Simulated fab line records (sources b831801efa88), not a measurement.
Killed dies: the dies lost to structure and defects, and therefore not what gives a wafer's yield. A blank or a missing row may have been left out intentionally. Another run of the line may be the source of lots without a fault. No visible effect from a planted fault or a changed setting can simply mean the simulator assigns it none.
Chamber matching    flow sky130    4 sister chambers for SKY_POLY_GATE_ETCH_17 on rie-si-02
The step etches poly-Si in HBr/Cl2, stops on SiO2, target depth 180 nm, time 70.5 s. 15 wafers are shown with their chamber, then 7 later ones without.

== WAFERS WITH THEIR CHAMBER ==
wafer   chamber  drypump-motor-current-A (A)  oes-product-au (a.u.)  throttle-valve-pct (%)
L727.1  0        5.6                          0.961                  33.694
L727.3  3        5.9                          0.982                  33.675
L727.5  2        6.3                          0.981                  33.671
L728.1  0        5.7                          0.959                  33.675
L728.4  3        5.9                          0.979                  33.699
L728.5  2        6.3                          0.985                  33.675
L737.1  3        5.9                          0.977                  33.697
L737.3  1        5.5                          1.000                  33.691
L740.3  3        5.9                          0.996                  33.687
L740.6  0        5.6                          0.990                  33.684
L739.2  3        5.9                          0.987                  33.680
L739.4  2        6.3                          0.999                  33.681
L739.6  3        5.9                          1.001                  33.677
L747.1  1        5.5                          0.978                  33.671
L747.3  2        6.3                          0.989                  33.687

SIGNATURES (averages over the wafers above)
reading                  chamber 0  chamber 1  chamber 2  chamber 3  scatter within a chamber
drypump-motor-current-A  5.633      5.500      6.300      5.900      0.0246
oes-product-au           0.97000    0.98900    0.98850    0.98700    0.0116
throttle-valve-pct       33.68433   33.68100   33.67850   33.68583   0.0098
Rule: for a wafer and a chamber, the distance is found by dividing, reading by reading, the gap between the wafer's reading and the chamber's mean by the reading's scatter, squaring, summing and taking the root. The wafer belongs to the nearest chamber; if the next one is less than 2 further off, it can't be placed. The scatter: take each reading less its chamber's mean, square it, sum over the shown wafers, divide by the number of wafers less the number of chambers, and take the root.

== WAFERS WITHOUT THEIR CHAMBER ==
wafer   drypump-motor-current-A (A)  oes-product-au (a.u.)  throttle-valve-pct (%)
L747.5  5.9                          0.985                  33.680
L748.4  6.3                          0.975                  33.686
L748.5  5.7                          0.967                  33.664
L748.6  5.9                          0.981                  33.667
L749.1  6.3                          0.975                  33.699
L749.2  5.5                          0.967                  33.692
L749.4  5.9                          0.986                  33.691

== WHICH CHAMBER EACH ONE RAN IN ==
wafer   from the rows above  in truth
L747.5  3                    3
L748.4  2                    2
L748.5  0                    0
L748.6  3                    3
L749.1  2                    2
L749.2  1                    1
L749.4  3                    3
7 of 7 placed correctly. Can't be placed from these rows: 0. Wrongly placed: 0.
